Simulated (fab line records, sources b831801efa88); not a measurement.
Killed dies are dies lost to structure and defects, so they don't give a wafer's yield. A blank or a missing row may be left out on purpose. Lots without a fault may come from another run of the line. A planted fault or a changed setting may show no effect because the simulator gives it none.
A struck lot beside a sound one | flow sky130 | 43 steps out of a route of 708
Sound: wafers L581.2, L581.4, L581.6. Struck: wafers L596.3, L596.5, L596.6. The cause comes at the end.
At each step with rows: each side's tool, then ch and its chambers, then its first start. Under that, the readings that differ: sound wafers | struck wafers | difference of the means | sigmas: that difference in standard deviations of wafers without a fault.
alike: readings whose means differ by less than 2 such deviations, and words and numbers that are the same on both sides. not compared: withheld readings, readings that some wafer has no value for, bounds like >300 that may hide the same value, and numbers for which the record gives no deviation and whose values overlap.
The two part at a step that has a row with sigmas, a row that says differs or no value, or rows on one side only. Numbers that don't overlap but have no deviation are shown without sigmas and don't part them. A reading that every wafer of one side lacks parts them only if that side has two wafers or more.

first, 1 step without rows for these wafers: SKY_GATE_OXIDE_OXIDATION_01 (stabilise 600 s, purge 300 s, target thk 10.268 nm).
SKY_GATE_OXIDE_THK_MEAS_02:
  sound on film_metro-02, day 14 02:38; struck on film_metro-03, day 19 02:27
  alike: GATE_OXIDE_OXIDATION_00_THK
then, 7 steps without rows for these wafers: SKY_GATE_OXIDE_DEHYDRATE_03 (time 60 s); SKY_GATE_OXIDE_HMDS_04 (prime time 60 s); SKY_GATE_OXIDE_COAT_05 (resist thk 1140 nm); SKY_GATE_OXIDE_SOFTBAKE_06 (time 60 s); SKY_GATE_OXIDE_EXPOSE_07 (exposes mask LVOM, target cd 600 nm); SKY_GATE_OXIDE_PEB_08; SKY_GATE_OXIDE_DEVELOP_09 (develop time 60 s).
SKY_GATE_OXIDE_OVL_MEAS_10:
  sound on overlay-02, day 15 04:26; struck on overlay-02, day 20 08:32
  alike: GATE_OXIDE_OVL
then, 2 steps without rows for these wafers: SKY_GATE_OXIDE_IMPLANT_11; SKY_GATE_OXIDE_WET_ETCH_12 (etches SiO2 in dHF, target depth 16.8 nm, time 336 s).
SKY_GATE_OXIDE_STRIP_13: strips in O2/N2.
  sound on plasma_asher-04 ch 0,1, day 15 04:43; struck on plasma_asher-01 ch 0,1, day 20 08:50
  alike: chamber_pressure_mTorr, drypump_motor_current_A, oes_product_au, strip_time_to_endpoint_s
  not compared: rf_hours_counter_h
SKY_GATE_OXIDE_TW_MEAS_14:
  sound on film_metro-01, day 15 04:49; struck on film_metro-03, day 20 08:56
  alike: GATE_OXIDE_TW
then, 3 steps without rows for these wafers: SKY_GATE_OXIDE_CLEAN_15 (cleans in SC1/SC2, time 150 s); SKY_GATE_OXIDE_OXIDATION_16 (stabilise 600 s, purge 300 s, target thk 3.57 nm); SKY_POLY_GATE_CVD_00 (deposits poly-Si, target thk 180 nm, time 720 s).
SKY_POLY_GATE_THK_MEAS_01:
  sound on film_metro-03, day 15 07:40; struck on film_metro-02, day 20 12:07
  alike: POLY_GATE_CVD_00_THK
then, 8 steps without rows for these wafers: SKY_RES_PROTECT_DEHYDRATE_00 (time 60 s); SKY_RES_PROTECT_HMDS_01 (prime time 60 s); SKY_RES_PROTECT_COAT_02 (resist thk 1140 nm); SKY_RES_PROTECT_SOFTBAKE_03 (time 60 s); SKY_RES_PROTECT_EXPOSE_04 (exposes mask RPM, target cd 1270 nm); SKY_RES_PROTECT_PEB_05; SKY_RES_PROTECT_DEVELOP_06 (develop time 60 s); SKY_POLY_GATE_IMPLANT_02.
SKY_RES_PROTECT_STRIP_07: strips in O2/N2.
  sound on plasma_asher-01 ch 0,1, day 16 11:13; struck on plasma_asher-01 ch 0,1, day 21 18:23
  alike: chamber_pressure_mTorr, drypump_motor_current_A, oes_product_au, strip_time_to_endpoint_s
  not compared: rf_hours_counter_h
SKY_RES_PROTECT_TW_MEAS_08:
  sound on film_metro-01, day 16 11:19; struck on film_metro-01, day 21 18:29
  alike: POLY_GATE_TW
then, 2 steps without rows for these wafers: SKY_RES_PROTECT_CLEAN_09 (cleans in SC1/SC2, time 150 s); SKY_POLY_GATE_CVD_03 (deposits Si3N4 from DCS/NH3, target thk 75 nm, time 1290 s).
SKY_POLY_GATE_THK_MEAS_04:
  sound on film_metro-03, day 16 13:28; struck on film_metro-04, day 21 20:37
  alike: POLY_GATE_CVD_03_THK
then, 8 steps without rows for these wafers: SKY_POLY_GATE_DEHYDRATE_05 (time 60 s); SKY_POLY_GATE_HMDS_06 (prime time 60 s); SKY_POLY_GATE_COAT_07 (resist thk 110 nm); SKY_POLY_GATE_COAT_08 (resist thk 450 nm); SKY_POLY_GATE_SOFTBAKE_09 (time 90 s); SKY_POLY_GATE_EXPOSE_10 (exposes mask P1M, target cd 150 nm); SKY_POLY_GATE_PEB_11; SKY_POLY_GATE_DEVELOP_12 (develop time 60 s).
SKY_POLY_GATE_CD_MEAS_13: target cd 150 nm.
  sound on cd_sem-01, day 17 16:58; struck on cd_sem-01, day 23 02:28
  alike: cd_nm
SKY_POLY_GATE_OVL_MEAS_14:
  sound on overlay-01, day 17 17:04; struck on overlay-02, day 23 02:34
  alike: POLY_GATE_OVL
SKY_POLY_GATE_ETCH_15: etches BARC in N2/H2, stops on SiO2, time 118.5 s, target depth 110 nm.
  sound on rie_diel-02 ch 0,1,2, day 17 17:05; struck on rie_diel-02 ch 0,1, day 23 02:35
  alike: chamber_pressure_mTorr, drypump_motor_current_A, oes_product_au, throttle_valve_pct
  not compared: rf_hours_counter_h
-- the record jumps here: 27 days lie between the struck wafers' starts before and after (it left off in module POLY_GATE and takes up again in module PAD_OPEN, whose first step shown is number 708 of the route) --
SKY_PAD_OPEN_PROBE_99:
  sound on prober-01, day 46 11:58; struck on prober-02, day 50 05:42
  reading             | sound     | struck      | difference | sigmas
  killed_at_front_end | 15 26 11  | 62 55 60    | +42        | +10
  killed_dies         | 90 107 81 | 117 120 128 | +29        | +3
  alike: killed_at_M0_to_M3, killed_at_M4_up, killed_at_contacts, killed_at_other, killed_on_rim, killed_open, killed_short

WHERE THEY PART
Only at SKY_PAD_OPEN_PROBE_99, within this record.

WHY: what the simulator had put in
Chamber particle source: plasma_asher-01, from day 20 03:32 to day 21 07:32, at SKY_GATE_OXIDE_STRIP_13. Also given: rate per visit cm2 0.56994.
